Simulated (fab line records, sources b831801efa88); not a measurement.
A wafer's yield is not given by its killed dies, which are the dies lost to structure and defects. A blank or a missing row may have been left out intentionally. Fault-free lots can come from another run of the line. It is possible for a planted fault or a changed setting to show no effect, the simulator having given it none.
Chamber matching -- flow sfq-line -- SFQ_TRILAYER_I2_CMP_CMP_064 on cmp-01 has 4 sister chambers
The step polishes SiO2. 8 wafers are shown with their chamber, then 8 later ones without.

== EACH WAFER AND ITS CHAMBER ==
wafer,chamber,motor-current-A (A),retaining-ring-pressure-frac
L192.2,1,11.3,0.985
L192.6,0,9.6,0.997
L194.4,3,9.8,0.998
L194.1,1,11.5,1.001
L201.1,0,10.1,0.997
L201.3,3,10.4,0.997
L201.5,2,8.9,0.989
L202.1,2,9.6,0.996

== WAFERS WITHOUT THEIR CHAMBER ==
wafer,motor-current-A (A),retaining-ring-pressure-frac
L202.5,11.2,0.995
L202.6,9.5,0.994
L206.1,9.3,0.990
L206.4,11.7,0.987
L206.6,9.1,0.996
L208.4,10.3,0.999
L208.3,9.2,1.002
L208.6,10.0,0.992

== THE CHAMBER EACH PASSED THROUGH ==
wafer,from the rows above,in truth
L202.5,1,1
L202.6,can't be placed: 2 or 0 or 3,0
L206.1,can't be placed: 2 or 0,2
L206.4,1,1
L206.6,can't be placed: 2 or 0 or 3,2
L208.4,can't be placed: 3 or 0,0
L208.3,can't be placed: 2 or 0 or 3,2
L208.6,can't be placed: 0 or 3 or 2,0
Placed correctly: 2 of 8. Unplaceable from these rows: 6, with the true chamber sitting among the candidates in 6. Wrongly placed: 0.
How it was worked out, from the rows above alone: a wafer's distance from a chamber is the root of the sum, over the readings, of the square of ((its reading less the chamber's mean) divided by the reading's scatter). If the next closest chamber is less than 2 further off than the closest, the wafer can't be placed; otherwise it belongs to the closest. Each chamber's mean is taken over the wafers shown for it. The scatter is the square root of a quotient: the sum, over the shown wafers, of each reading's squared deviation from its chamber's mean, divided by wafers minus chambers.
